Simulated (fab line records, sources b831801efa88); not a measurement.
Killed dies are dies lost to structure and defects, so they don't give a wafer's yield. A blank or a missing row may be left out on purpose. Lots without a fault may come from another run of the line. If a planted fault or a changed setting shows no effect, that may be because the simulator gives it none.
fab line records || flow sky130 || part 2 of 2: steps 43 to 43 of 43
[record] {"lots": 7, "wafers": 21, "last-day": 50}
route steps=708 shown FIELD_ISO@15 NWELL@32 DNWELL@35 PWDE@45 PAD_OPEN@708
lots with no fault: from the same line, run without faults
start-h: the number of hours between the record's first day and the start of the first shown wafer of the lot || wait-h: hours from the lot's prior step to this one || " the same as in the row above || L1.1+2: one row covering several wafers at once || - either no value or no given start || * or withheld: withheld || < > ~ a bound
route shown NAME@n: NAME is a module with steps in the file, n the number in the route of the first one || usual: mean and standard deviation over wafers with no fault || same: alike in all rows || chamber/n: place in a boat || sites: per-site readings || _std_site: how widely they spread, as a standard deviation || _edge_site: mean of outer sites minus mean of inner sites || radius-mm: for every site, how far away it sits from the centre of the wafer || mask NAME#n: copy n || behind: the last tool/chamber to shape the wafer || hold: reason for holding the lot/hours on hold/outcome of the hold || device: whichever transistor did not switch (one of n, p or np) || end of line: tests run on the same wafers once the route is complete || a step with no rows: only its recipe || killed: dies that structure and defects cost at the first sort, which is not the same as the wafer's yield || map: shows each die of a wafer: x if killed, . if not, _ if none is there
set.NAME: the run value of the setting; set.NAME@STEP: its run value at that earlier step || model.NAME: the simulator's own value behind a step, which no gauge read
lots seen at some steps along the route; tables by step, rows by wafer
services: a tool's chamber out of use, with start hour (start-h, from the record's first day; less than 0 if before it), hours out, and reason
[[steps]]
[step SKY_PAD_OPEN_PROBE_99]
[usual] {"killed_at_M0_to_M3": "43/7.1", "killed_at_M4_up": "3.0/1.6", "killed-at-contacts": "24/5.3", "killed-at-front-end": "16/4.1", "killed-at-other": "0.5/0.82", "killed-dies": "86/9.4", "killed-open": "46/6.9", "killed-short": "39/6.5"}
[same] {"gross-dies": 492, "killed-at-back-side": 0}
{"lot.wafer": "L756.1", "tool": "prober-01", "chamber": "-", "start-h": 1086.21, "wait-h": 0.1, "killed_at_M0_to_M3": 43, "killed_at_M4_up": 3, "killed-at-contacts": 30, "killed-at-front-end": 21, "killed-at-other": 0, "killed-dies": 97, "killed-open": 52, "killed-short": 45, "model.etest.diode-nwell-sub.leak-log10-a-cm2": -7.591, "model.etest.diode-dnwell-sub.leak-log10-a-cm2": -7.251, "model.etest.cap-ono.gate-bv-v": 16.39, "model.etest.diode-pwell-dnwell.leak-log10-a-cm2": -7.352, "model.etest.nfet_16v.off-log10-a-um": -13.87, "model.etest.pfet_16v.off-log10-a-um": -13.84}
{"lot.wafer": "L756.4", "tool": "prober-01", "chamber": "-", "start-h": 1086.36, "wait-h": 0.2, "killed_at_M0_to_M3": 34, "killed_at_M4_up": 1, "killed-at-contacts": 33, "killed-at-front-end": 18, "killed-at-other": 0, "killed-dies": 86, "killed-open": 44, "killed-short": 42, "model.etest.diode-nwell-sub.leak-log10-a-cm2": -7.495, "model.etest.diode-dnwell-sub.leak-log10-a-cm2": -7.194, "model.etest.cap-ono.gate-bv-v": 16.53, "model.etest.diode-pwell-dnwell.leak-log10-a-cm2": -7.456, "model.etest.nfet_16v.off-log10-a-um": -13.86, "model.etest.pfet_16v.off-log10-a-um": -13.91}
{"lot.wafer": "L756.5", "tool": "prober-01", "chamber": "-", "start-h": 1086.41, "wait-h": 0.2, "killed_at_M0_to_M3": 42, "killed_at_M4_up": 3, "killed-at-contacts": 23, "killed-at-front-end": 14, "killed-at-other": 1, "killed-dies": 83, "killed-open": 46, "killed-short": 35, "model.etest.diode-nwell-sub.leak-log10-a-cm2": -7.455, "model.etest.diode-dnwell-sub.leak-log10-a-cm2": -7.351, "model.etest.cap-ono.gate-bv-v": 17.19, "model.etest.diode-pwell-dnwell.leak-log10-a-cm2": -7.663, "model.etest.nfet_16v.off-log10-a-um": -13.77, "model.etest.pfet_16v.off-log10-a-um": -13.98}
{"lot.wafer": "L758.3", "tool": "prober-01", "chamber": "-", "start-h": 1097.65, "wait-h": 0.2, "killed_at_M0_to_M3": 47, "killed_at_M4_up": 3, "killed-at-contacts": 29, "killed-at-front-end": 17, "killed-at-other": 0, "killed-dies": 96, "killed-open": 54, "killed-short": 42, "model.etest.diode-nwell-sub.leak-log10-a-cm2": -7.514, "model.etest.diode-dnwell-sub.leak-log10-a-cm2": -7.683, "model.etest.cap-ono.gate-bv-v": 16.99, "model.etest.diode-pwell-dnwell.leak-log10-a-cm2": -7.666, "model.etest.nfet_16v.off-log10-a-um": -13.71, "model.etest.pfet_16v.off-log10-a-um": -13.84}
{"lot.wafer": "L758.4", "tool": "prober-01", "chamber": "-", "start-h": 1097.70, "wait-h": 0.2, "killed_at_M0_to_M3": 67, "killed_at_M4_up": 4, "killed-at-contacts": 23, "killed-at-front-end": 16, "killed-at-other": 2, "killed-dies": 112, "killed-open": 56, "killed-short": 56, "model.etest.diode-nwell-sub.leak-log10-a-cm2": -7.691, "model.etest.diode-dnwell-sub.leak-log10-a-cm2": -7.023, "model.etest.cap-ono.gate-bv-v": 16.27, "model.etest.diode-pwell-dnwell.leak-log10-a-cm2": -7.732, "model.etest.nfet_16v.off-log10-a-um": -13.83, "model.etest.pfet_16v.off-log10-a-um": -13.84}
{"lot.wafer": "L758.6", "tool": "prober-01", "chamber": "-", "start-h": 1097.80, "wait-h": 0.2, "killed_at_M0_to_M3": 47, "killed_at_M4_up": 2, "killed-at-contacts": 22, "killed-at-front-end": 22, "killed-at-other": 1, "killed-dies": 94, "killed-open": 49, "killed-short": 45, "model.etest.diode-nwell-sub.leak-log10-a-cm2": -7.066, "model.etest.diode-dnwell-sub.leak-log10-a-cm2": -7.244, "model.etest.cap-ono.gate-bv-v": 16.47, "model.etest.diode-pwell-dnwell.leak-log10-a-cm2": -7.708, "model.etest.nfet_16v.off-log10-a-um": -13.87, "model.etest.pfet_16v.off-log10-a-um": -13.81}
{"lot.wafer": "L760.3", "tool": "prober-02", "chamber": "-", "start-h": 1108.53, "wait-h": 0.2, "killed_at_M0_to_M3": 49, "killed_at_M4_up": 4, "killed-at-contacts": 21, "killed-at-front-end": 14, "killed-at-other": 5, "killed-dies": 93, "killed-open": 47, "killed-short": 42, "model.etest.diode-nwell-sub.leak-log10-a-cm2": -6.716, "model.etest.diode-dnwell-sub.leak-log10-a-cm2": -6.902, "model.etest.cap-ono.gate-bv-v": 16.01, "model.etest.diode-pwell-dnwell.leak-log10-a-cm2": -7.573, "model.etest.nfet_16v.off-log10-a-um": -13.66, "model.etest.pfet_16v.off-log10-a-um": -13.66}
{"lot.wafer": "L760.4", "tool": "prober-02", "chamber": "-", "start-h": 1108.58, "wait-h": 0.2, "killed_at_M0_to_M3": 38, "killed_at_M4_up": 4, "killed-at-contacts": 24, "killed-at-front-end": 16, "killed-at-other": 2, "killed-dies": 84, "killed-open": 40, "killed-short": 42, "model.etest.diode-nwell-sub.leak-log10-a-cm2": -6.615, "model.etest.diode-dnwell-sub.leak-log10-a-cm2": -6.539, "model.etest.cap-ono.gate-bv-v": 16.45, "model.etest.diode-pwell-dnwell.leak-log10-a-cm2": -7.023, "model.etest.nfet_16v.off-log10-a-um": -13.7, "model.etest.pfet_16v.off-log10-a-um": -13.72}
{"lot.wafer": "L760.6", "tool": "prober-02", "chamber": "-", "start-h": 1108.68, "wait-h": 0.2, "killed_at_M0_to_M3": 33, "killed_at_M4_up": 3, "killed-at-contacts": 26, "killed-at-front-end": 19, "killed-at-other": 2, "killed-dies": 83, "killed-open": 52, "killed-short": 29, "model.etest.diode-nwell-sub.leak-log10-a-cm2": -6.6, "model.etest.diode-dnwell-sub.leak-log10-a-cm2": -6.584, "model.etest.cap-ono.gate-bv-v": 15.98, "model.etest.diode-pwell-dnwell.leak-log10-a-cm2": -6.853, "model.etest.nfet_16v.off-log10-a-um": -13.71, "model.etest.pfet_16v.off-log10-a-um": -13.91}
{"lot.wafer": "L764.3", "tool": "prober-02", "chamber": "-", "start-h": 1130.04, "wait-h": 0.2, "killed_at_M0_to_M3": 40, "killed_at_M4_up": 5, "killed-at-contacts": 22, "killed-at-front-end": 12, "killed-at-other": 0, "killed-dies": 79, "killed-open": 46, "killed-short": 32, "model.etest.diode-nwell-sub.leak-log10-a-cm2": -6.668, "model.etest.diode-dnwell-sub.leak-log10-a-cm2": -6.595, "model.etest.cap-ono.gate-bv-v": 15.68, "model.etest.diode-pwell-dnwell.leak-log10-a-cm2": -7.048, "model.etest.nfet_16v.off-log10-a-um": -13.69, "model.etest.pfet_16v.off-log10-a-um": -13.78}
{"lot.wafer": "L764.5", "tool": "prober-02", "chamber": "-", "start-h": 1130.14, "wait-h": 0.2, "killed_at_M0_to_M3": 45, "killed_at_M4_up": 2, "killed-at-contacts": 17, "killed-at-front-end": 18, "killed-at-other": 0, "killed-dies": 82, "killed-open": 38, "killed-short": 44, "model.etest.diode-nwell-sub.leak-log10-a-cm2": -6.57, "model.etest.diode-dnwell-sub.leak-log10-a-cm2": -6.748, "model.etest.cap-ono.gate-bv-v": 15.69, "model.etest.diode-pwell-dnwell.leak-log10-a-cm2": -7.189, "model.etest.nfet_16v.off-log10-a-um": -13.59, "model.etest.pfet_16v.off-log10-a-um": -13.7}
{"lot.wafer": "L764.6", "tool": "prober-02", "chamber": "-", "start-h": 1130.19, "wait-h": 0.2, "killed_at_M0_to_M3": 42, "killed_at_M4_up": 2, "killed-at-contacts": 20, "killed-at-front-end": 15, "killed-at-other": 1, "killed-dies": 80, "killed-open": 31, "killed-short": 48, "model.etest.diode-nwell-sub.leak-log10-a-cm2": -6.487, "model.etest.diode-dnwell-sub.leak-log10-a-cm2": -6.693, "model.etest.cap-ono.gate-bv-v": 15.54, "model.etest.diode-pwell-dnwell.leak-log10-a-cm2": -6.981, "model.etest.nfet_16v.off-log10-a-um": -13.76, "model.etest.pfet_16v.off-log10-a-um": -13.84}
{"lot.wafer": "L767.1", "tool": "prober-01", "chamber": "-", "start-h": 1139.18, "wait-h": 0.1, "killed_at_M0_to_M3": 46, "killed_at_M4_up": 4, "killed-at-contacts": 28, "killed-at-front-end": 15, "killed-at-other": 0, "killed-dies": 93, "killed-open": 48, "killed-short": 44, "model.etest.diode-nwell-sub.leak-log10-a-cm2": -6.782, "model.etest.diode-dnwell-sub.leak-log10-a-cm2": -6.563, "model.etest.cap-ono.gate-bv-v": 15.7, "model.etest.diode-pwell-dnwell.leak-log10-a-cm2": -6.89, "model.etest.nfet_16v.off-log10-a-um": -13.65, "model.etest.pfet_16v.off-log10-a-um": -13.76}
{"lot.wafer": "L767.2", "tool": "prober-01", "chamber": "-", "start-h": 1139.23, "wait-h": 0.1, "killed_at_M0_to_M3": 31, "killed_at_M4_up": 5, "killed-at-contacts": 24, "killed-at-front-end": 16, "killed-at-other": 0, "killed-dies": 76, "killed-open": 44, "killed-short": 32, "model.etest.diode-nwell-sub.leak-log10-a-cm2": -6.704, "model.etest.diode-dnwell-sub.leak-log10-a-cm2": -6.945, "model.etest.cap-ono.gate-bv-v": 15.81, "model.etest.diode-pwell-dnwell.leak-log10-a-cm2": -7.18, "model.etest.nfet_16v.off-log10-a-um": -13.64, "model.etest.pfet_16v.off-log10-a-um": -13.92}
{"lot.wafer": "L767.5", "tool": "prober-01", "chamber": "-", "start-h": 1139.38, "wait-h": 0.2, "killed_at_M0_to_M3": 38, "killed_at_M4_up": 4, "killed-at-contacts": 18, "killed-at-front-end": 10, "killed-at-other": 1, "killed-dies": 71, "killed-open": 41, "killed-short": 29, "model.etest.diode-nwell-sub.leak-log10-a-cm2": -6.786, "model.etest.diode-dnwell-sub.leak-log10-a-cm2": -6.923, "model.etest.cap-ono.gate-bv-v": 15.82, "model.etest.diode-pwell-dnwell.leak-log10-a-cm2": -7.157, "model.etest.nfet_16v.off-log10-a-um": -13.66, "model.etest.pfet_16v.off-log10-a-um": -13.77}
{"lot.wafer": "L770.1", "tool": "prober-01", "chamber": "-", "start-h": 1162.29, "wait-h": 0.1, "killed_at_M0_to_M3": 35, "killed_at_M4_up": 4, "killed-at-contacts": 23, "killed-at-front-end": 13, "killed-at-other": 0, "killed-dies": 75, "killed-open": 38, "killed-short": 37, "model.etest.diode-nwell-sub.leak-log10-a-cm2": -7.243, "model.etest.diode-dnwell-sub.leak-log10-a-cm2": -7.071, "model.etest.cap-ono.gate-bv-v": 15.7, "model.etest.diode-pwell-dnwell.leak-log10-a-cm2": -7.617, "model.etest.nfet_16v.off-log10-a-um": -13.98, "model.etest.pfet_16v.off-log10-a-um": -13.95}
{"lot.wafer": "L770.3", "tool": "prober-01", "chamber": "-", "start-h": 1162.39, "wait-h": 0.2, "killed_at_M0_to_M3": 55, "killed_at_M4_up": 1, "killed-at-contacts": 32, "killed-at-front-end": 23, "killed-at-other": 0, "killed-dies": 111, "killed-open": 70, "killed-short": 41, "model.etest.diode-nwell-sub.leak-log10-a-cm2": -7.423, "model.etest.diode-dnwell-sub.leak-log10-a-cm2": -7.361, "model.etest.cap-ono.gate-bv-v": 15.57, "model.etest.diode-pwell-dnwell.leak-log10-a-cm2": -7.546, "model.etest.nfet_16v.off-log10-a-um": -13.77, "model.etest.pfet_16v.off-log10-a-um": -13.78}
{"lot.wafer": "L770.4", "tool": "prober-01", "chamber": "-", "start-h": 1162.44, "wait-h": 0.2, "killed_at_M0_to_M3": 47, "killed_at_M4_up": 5, "killed-at-contacts": 11, "killed-at-front-end": 10, "killed-at-other": 0, "killed-dies": 73, "killed-open": 30, "killed-short": 42, "model.etest.diode-nwell-sub.leak-log10-a-cm2": -7.485, "model.etest.diode-dnwell-sub.leak-log10-a-cm2": -7.204, "model.etest.cap-ono.gate-bv-v": 15.92, "model.etest.diode-pwell-dnwell.leak-log10-a-cm2": -7.603, "model.etest.nfet_16v.off-log10-a-um": -13.88, "model.etest.pfet_16v.off-log10-a-um": -13.83}
{"lot.wafer": "L779.2", "tool": "prober-01", "chamber": "-", "start-h": 1196.19, "wait-h": 0.1, "killed_at_M0_to_M3": 45, "killed_at_M4_up": 3, "killed-at-contacts": 16, "killed-at-front-end": 20, "killed-at-other": 0, "killed-dies": 84, "killed-open": 43, "killed-short": 40, "model.etest.diode-nwell-sub.leak-log10-a-cm2": -7.236, "model.etest.diode-dnwell-sub.leak-log10-a-cm2": -7.401, "model.etest.cap-ono.gate-bv-v": 16.55, "model.etest.diode-pwell-dnwell.leak-log10-a-cm2": -7.384, "model.etest.nfet_16v.off-log10-a-um": -13.84, "model.etest.pfet_16v.off-log10-a-um": -13.8}
{"lot.wafer": "L779.4", "tool": "prober-01", "chamber": "-", "start-h": 1196.29, "wait-h": 0.2, "killed_at_M0_to_M3": 48, "killed_at_M4_up": 5, "killed-at-contacts": 22, "killed-at-front-end": 13, "killed-at-other": 1, "killed-dies": 89, "killed-open": 41, "killed-short": 47, "model.etest.diode-nwell-sub.leak-log10-a-cm2": -7.331, "model.etest.diode-dnwell-sub.leak-log10-a-cm2": -7.238, "model.etest.cap-ono.gate-bv-v": 16.46, "model.etest.diode-pwell-dnwell.leak-log10-a-cm2": -7.633, "model.etest.nfet_16v.off-log10-a-um": -13.82, "model.etest.pfet_16v.off-log10-a-um": -13.91}
{"lot.wafer": "L779.5", "tool": "prober-01", "chamber": "-", "start-h": 1196.34, "wait-h": 0.2, "killed_at_M0_to_M3": 44, "killed_at_M4_up": 7, "killed-at-contacts": 27, "killed-at-front-end": 10, "killed-at-other": 1, "killed-dies": 89, "killed-open": 55, "killed-short": 33, "model.etest.diode-nwell-sub.leak-log10-a-cm2": -7.513, "model.etest.diode-dnwell-sub.leak-log10-a-cm2": -7.383, "model.etest.cap-ono.gate-bv-v": 16.35, "model.etest.diode-pwell-dnwell.leak-log10-a-cm2": -7.785, "model.etest.nfet_16v.off-log10-a-um": -13.8, "model.etest.pfet_16v.off-log10-a-um": -13.73}
// killed by level:class
L756.1 VIA1:geometric-particle:open=14 CONTACT:geometric-particle:short=9 LI_CONTACT:geometric-particle:open=7 METAL1:geometric-particle:short=7 FIELD_ISO:geometric-particle:short=6 CONTACT:geometric-particle:open=6 VIA2:geometric-particle:open=5 VIA3:geometric-particle:open=5
L756.4 CONTACT:geometric-particle:open=10 LOCAL_INTERCONNECT:geometric-particle:short=9 LI_CONTACT:geometric-particle:open=8 VIA1:geometric-particle:open=7 POLY_GATE:geometric-particle:short=5 VIA3:geometric-particle:open=5 METAL2:geometric-particle:short=5 FIELD_ISO:geometric-particle:open=4
L756.5 VIA1:geometric-particle:open=13 LI_CONTACT:geometric-particle:open=9 VIA2:geometric-particle:open=7 METAL1:geometric-particle:short=6 LOCAL_INTERCONNECT:geometric-particle:short=5 VIA3:geometric-particle:open=5 POLY_GATE:geometric-particle:open=4 POLY_GATE:geometric-particle:short=4
L758.3 VIA3:geometric-particle:open=17 VIA1:geometric-particle:open=11 FIELD_ISO:geometric-particle:short=7 CONTACT:geometric-particle:open=7 CONTACT:geometric-particle:short=7 LI_CONTACT:geometric-particle:open=6 LOCAL_INTERCONNECT:geometric-particle:short=6 VIA2:geometric-particle:open=5
L758.4 VIA1:geometric-particle:open=15 VIA1:geometric-particle:short=11 VIA2:geometric-particle:open=9 LI_CONTACT:geometric-particle:open=8 METAL1:geometric-particle:short=8 POLY_GATE:geometric-particle:short=6 FIELD_ISO:geometric-particle:open=5 LOCAL_INTERCONNECT:geometric-particle:short=5
L758.6 CONTACT:geometric-particle:open=9 VIA1:geometric-particle:open=9 METAL2:geometric-particle:short=7 VIA2:geometric-particle:open=7 POLY_GATE:geometric-particle:open=6 METAL1:geometric-particle:short=6 FIELD_ISO:geometric-particle:short=5 FIELD_ISO:geometric-particle:open=5
L760.3 VIA1:geometric-particle:open=10 VIA2:geometric-particle:open=9 CONTACT:geometric-particle:open=7 LI_CONTACT:geometric-particle:open=6 METAL1:geometric-particle:short=6 VIA3:geometric-particle:open=5 VIA3:geometric-particle:short=5 POLY_GATE:geometric-particle:short=4
L760.4 CONTACT:geometric-particle:open=10 VIA1:geometric-particle:open=9 VIA3:geometric-particle:open=7 LOCAL_INTERCONNECT:geometric-particle:short=5 VIA1:geometric-particle:short=5 VIA2:geometric-particle:short=5 LI_CONTACT:geometric-particle:open=4 FIELD_ISO:geometric-particle:short=3
L760.6 CONTACT:geometric-particle:open=10 LI_CONTACT:geometric-particle:open=9 VIA1:geometric-particle:open=7 VIA2:geometric-particle:open=6 METAL2:geometric-particle:short=4 VIA3:geometric-particle:open=4 FIELD_ISO:geometric-particle:open=3 POLY_GATE:geometric-particle:open=3
L764.3 CONTACT:geometric-particle:open=8 VIA1:geometric-particle:open=8 METAL2:geometric-particle:short=7 CONTACT:geometric-particle:short=6 VIA3:geometric-particle:open=6 LI_CONTACT:geometric-particle:open=4 METAL1:geometric-particle:short=4 METAL2:geometric-particle:open=4
L764.5 VIA3:geometric-particle:open=9 VIA1:geometric-particle:open=7 METAL1:geometric-particle:short=7 FIELD_ISO:geometric-particle:open=6 VIA3:geometric-particle:short=6 FIELD_ISO:geometric-particle:short=5 POLY_GATE:geometric-particle:short=5 LI_CONTACT:geometric-particle:open=5
L764.6 VIA1:geometric-particle:open=10 POLY_GATE:geometric-particle:short=9 METAL1:geometric-particle:short=8 LOCAL_INTERCONNECT:geometric-particle:short=6 METAL2:geometric-particle:short=6 VIA1:geometric-particle:short=5 LI_CONTACT:geometric-particle:open=4 VIA2:geometric-particle:open=4
L767.1 VIA1:geometric-particle:open=15 CONTACT:geometric-particle:short=7 METAL1:geometric-particle:short=7 FIELD_ISO:geometric-particle:open=6 LI_CONTACT:geometric-particle:short=6 CONTACT:geometric-particle:open=6 VIA2:geometric-particle:open=6 LI_CONTACT:geometric-particle:open=5
L767.2 LI_CONTACT:geometric-particle:open=7 CONTACT:geometric-particle:open=6 VIA1:geometric-particle:open=6 FIELD_ISO:geometric-particle:open=5 POLY_GATE:geometric-particle:open=5 LOCAL_INTERCONNECT:geometric-particle:short=5 VIA1:geometric-particle:short=5 VIA2:geometric-particle:open=5
L767.5 LI_CONTACT:geometric-particle:open=12 VIA1:geometric-particle:open=12 METAL1:geometric-particle:short=8 VIA2:geometric-particle:short=5 METAL3:geometric-particle:short=5 POLY_GATE:geometric-particle:open=4 CONTACT:geometric-particle:open=4 VIA2:geometric-particle:open=3
L770.1 CONTACT:geometric-particle:open=13 VIA1:geometric-particle:open=8 METAL2:geometric-particle:short=5 VIA3:geometric-particle:short=5 POLY_GATE:geometric-particle:open=4 METAL4:geometric-particle:short=4 VIA2:geometric-particle:short=3 POLY_GATE:geometric-particle:short=3
L770.3 CONTACT:geometric-particle:open=14 VIA1:geometric-particle:open=13 POLY_GATE:geometric-particle:open=10 VIA2:geometric-particle:open=10 LI_CONTACT:geometric-particle:open=9 VIA3:geometric-particle:open=7 CONTACT:geometric-particle:short=6 VIA1:geometric-particle:short=6
L770.4 VIA1:geometric-particle:open=13 METAL2:geometric-particle:short=7 VIA1:geometric-particle:short=5 VIA2:geometric-particle:open=4 METAL3:geometric-particle:short=4 FIELD_ISO:geometric-particle:short=3 LI_CONTACT:geometric-particle:short=3 CONTACT:geometric-particle:short=3
L779.2 FIELD_ISO:geometric-particle:open=9 VIA1:geometric-particle:open=9 CONTACT:geometric-particle:open=7 METAL2:geometric-particle:short=7 FIELD_ISO:geometric-particle:short=6 VIA3:geometric-particle:short=6 VIA3:geometric-particle:open=5 CONTACT:geometric-particle:short=4
L779.4 VIA1:geometric-particle:short=11 LI_CONTACT:geometric-particle:open=9 VIA1:geometric-particle:open=7 METAL2:geometric-particle:short=7 VIA2:geometric-particle:open=7 VIA3:geometric-particle:open=7 CONTACT:geometric-particle:open=5 FIELD_ISO:geometric-particle:open=4
L779.5 VIA1:geometric-particle:open=14 LI_CONTACT:geometric-particle:open=10 CONTACT:geometric-particle:open=10 METAL1:geometric-particle:short=7 METAL4:geometric-particle:short=7 VIA2:geometric-particle:open=6 METAL2:geometric-particle:short=5 FIELD_ISO:geometric-particle:open=3
[[services]]
{"tool": "furnace-01", "chamber": "-", "start-h": 12.17, "hours": 2.9, "kind": "pm"}
{"tool": "plasma-asher-03", "chamber": "-", "start-h": 22.85, "hours": 1.5, "kind": "repair"}
{"tool": "cmp-01", "chamber": "-", "start-h": 22.91, "hours": 1.7, "kind": "repair"}
{"tool": "rie-diel-03", "chamber": 2, "start-h": 28.93, "hours": 2.8, "kind": "repair"}
{"tool": "cmp-01", "chamber": "-", "start-h": 44.86, "hours": 5.2, "kind": "pm"}
{"tool": "rie-si-01", "chamber": 1, "start-h": 45.24, "hours": 4.2, "kind": "repair"}
{"tool": "furnace-02", "chamber": "-", "start-h": 46.85, "hours": 3.4, "kind": "pm"}
{"tool": "cmp-01", "chamber": "-", "start-h": 51.70, "hours": 9.2, "kind": "repair"}
{"tool": "rie-si-02", "chamber": 3, "start-h": 51.89, "hours": 2.2, "kind": "repair"}
{"tool": "cmp-01", "chamber": "-", "start-h": 64.00, "hours": 4.0, "kind": "pm"}
{"tool": "plasma-asher-03", "chamber": "-", "start-h": 64.32, "hours": 2.8, "kind": "pm"}
{"tool": "cmp-01", "chamber": "-", "start-h": 68.56, "hours": 0.2, "kind": "repair"}
{"tool": "rie-diel-02", "chamber": 1, "start-h": 69.05, "hours": 5.0, "kind": "repair"}
{"tool": "furnace-02", "chamber": "-", "start-h": 79.87, "hours": 3.4, "kind": "pm"}
{"tool": "rie-si-02", "chamber": 0, "start-h": 85.32, "hours": 5.1, "kind": "repair"}
{"tool": "rie-diel-03", "chamber": "-", "start-h": 85.85, "hours": 2.8, "kind": "pm"}
{"tool": "rie-diel-03", "chamber": 2, "start-h": 92.01, "hours": 11.1, "kind": "repair"}
{"tool": "rie-diel-02", "chamber": 0, "start-h": 93.64, "hours": 8.8, "kind": "repair"}
{"tool": "rie-diel-02", "chamber": "-", "start-h": 103.67, "hours": 6.6, "kind": "repair"}
{"tool": "plasma-asher-03", "chamber": "-", "start-h": 108.80, "hours": 9.0, "kind": "pm"}
{"tool": "rie-si-02", "chamber": 1, "start-h": 116.90, "hours": 4.5, "kind": "repair"}
{"tool": "rie-si-01", "chamber": "-", "start-h": 158.51, "hours": 4.5, "kind": "repair"}
{"tool": "rie-si-01", "chamber": 3, "start-h": 162.96, "hours": 6.9, "kind": "repair"}
{"tool": "cmp-01", "chamber": "-", "start-h": 181.58, "hours": 1.1, "kind": "repair"}
[[key]]
first-sign none at tools or gauges
[model-effect] {"step": "SKY_PAD_OPEN_PROBE_99", "value": "etest.diode-nwell-sub.leak-log10-a-cm2", "without": -7.242, "struck": -6.659}
met-at SKY_FIELD_ISO_ANNEAL_26
struck-wafers L760.3,L760.4,L760.6,L764.3,L764.5,L764.6,L767.1,L767.2,L767.5
tester-left-out L760,L764,L767
onset-between 52.79 58.20
also-fits SKY_PWDE_STRIP_09:plasma-asher-04
[fault] {"kind": "metallic-contamination-source", "tool": "furnace-02", "chamber": "-", "onset-h": 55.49, "steps": "SKY_FIELD_ISO_ANNEAL_26", "rate-cm2-per-visit": 2.2281e+12, "species": "metal-cu-cm2"}
// tester-left-out: of these lots the tester's yield and bins aren't shown, on N5 and GAA mostly nor the transistor test; their killed dies are dies lost to structure and defects alone, not to doping, threshold or leakage, so they don't give the yield
